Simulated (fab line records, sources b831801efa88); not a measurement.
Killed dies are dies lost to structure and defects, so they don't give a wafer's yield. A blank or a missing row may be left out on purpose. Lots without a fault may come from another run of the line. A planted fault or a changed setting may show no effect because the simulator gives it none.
A struck lot beside a sound one | flow sky130 | 16 steps out of a route of 708
Sound: wafers L624.1, L624.2, L624.6. Struck: wafers L631.2, L631.3, L631.4. The cause comes at the end.
At each step with rows: each side's tool, then ch and its chambers, then its first start. Under that, the readings that differ: sound wafers | struck wafers | difference of the means | sigmas: that difference in standard deviations of wafers without a fault.
alike: readings whose means differ by less than 2 such deviations, and words and numbers that are the same on both sides. not compared: withheld readings, readings that some wafer has no value for, bounds like >300 that may hide the same value, and numbers for which the record gives no deviation and whose values overlap.
The two part at a step that has a row with sigmas, a row that says differs or no value, or rows on one side only. Numbers that don't overlap but have no deviation are shown without sigmas and don't part them. A reading that every wafer of one side lacks parts them only if that side has two wafers or more.

SKY_CONTACT_BOW_MEAS_05:
  sound on film_metro-02, day 31 23:10; struck on film_metro-03, day 34 04:20
  alike: CONTACT_BOW
then, 8 steps without rows for these wafers: SKY_CONTACT_DEHYDRATE_06 (time 60 s); SKY_CONTACT_HMDS_07 (prime time 60 s); SKY_CONTACT_COAT_08 (resist thk 60 nm); SKY_CONTACT_COAT_09 (resist thk 450 nm); SKY_CONTACT_SOFTBAKE_10 (time 90 s); SKY_CONTACT_EXPOSE_11 (exposes mask CTM1, target cd 170 nm); SKY_CONTACT_PEB_12; SKY_CONTACT_DEVELOP_13 (develop time 60 s).
SKY_CONTACT_CD_MEAS_14: target cd 170 nm.
  sound on cd_sem-02, day 33 01:38; struck on cd_sem-02, day 35 06:33
  alike: cd_nm
SKY_CONTACT_OVL_MEAS_15:
  sound on overlay-01, day 33 01:45; struck on overlay-01, day 35 06:40
  reading          | sound   | struck | difference | sigmas
  CONTACT_OVL (nm) | 8 18 10 | 4 1 -1 | -11        | -2
SKY_CONTACT_ETCH_16: etches BARC in N2/H2, stops on SiO2, time 45.9 s, target depth 60 nm.
  sound on rie_diel-02 ch 0,1,2, day 33 01:47; struck on rie_diel-02 ch 2,3, day 35 06:41
  alike: bias_w, drypump_motor_current_A, n2_flow_sccm, oes_product_au, throttle_valve_pct
  not compared: rf_hours_counter_h
SKY_CONTACT_ETCH_17: etches SiO2 in C4F8/O2/Ar, stops on Si3N4, target depth 340 nm.
  sound on rie_diel-02 ch 0,1,2, day 33 01:50; struck on rie_diel-02 ch 2,3, day 35 06:44
  reading                                   | sound             | struck            | difference | sigmas
  bias_w (W)                                | 1201 1201 1200    | 1342 1336 1345    | +140       | +41
  model.Si3N4_of_CONTACT_CVD_00.thk_nm (nm) | 73.75 75.38 74.95 | 72.92 71.98 72.76 | -2.14      |
  model.CONTACT.feature_depth_nm (nm)       | 337.8 338.5 336.3 | 340.6 341.1 341.5 | +3.5       |
  alike: oes_product_au
SKY_CONTACT_ETCH_18: etches Si3N4 in CHF3/O2, stops on TiN, time 39 s, target depth 75 nm.
  sound on rie_diel-02 ch 0,1,2; struck on rie_diel-02 ch 2,3
  reading                  | sound             | struck            | difference | sigmas
  model.etch.depth_nm (nm) | 73.75 75.38 74.95 | 72.92 71.98 72.76 | -2.14      |
  alike: bias_w, drypump_motor_current_A, oes_product_au, throttle_valve_pct
  not compared: rf_hours_counter_h
SKY_CONTACT_STRIP_19: strips in O2/N2.
  sound on plasma_asher-04 ch 0,1, day 33 01:55; struck on plasma_asher-01 ch 0,1, day 35 06:49
  reading                      | sound             | struck            | difference | sigmas
  oes_product_au (a.u.)        | 0.386 0.383 0.390 | 0.371 0.372 0.378 | -0.013     | -2
  strip_time_to_endpoint_s (s) | 3.650 3.652 3.649 | 3.571 3.580 3.577 | -0.074     | -3
  alike: drypump_motor_current_A, n2_flow_sccm
  not compared: rf_hours_counter_h
then, 1 step without rows for these wafers: SKY_PAD_OPEN_PROBE_99.

WHERE THEY PART
First at SKY_CONTACT_OVL_MEAS_15; last, within this record, at SKY_CONTACT_STRIP_19.

WHY: what the simulator had put in
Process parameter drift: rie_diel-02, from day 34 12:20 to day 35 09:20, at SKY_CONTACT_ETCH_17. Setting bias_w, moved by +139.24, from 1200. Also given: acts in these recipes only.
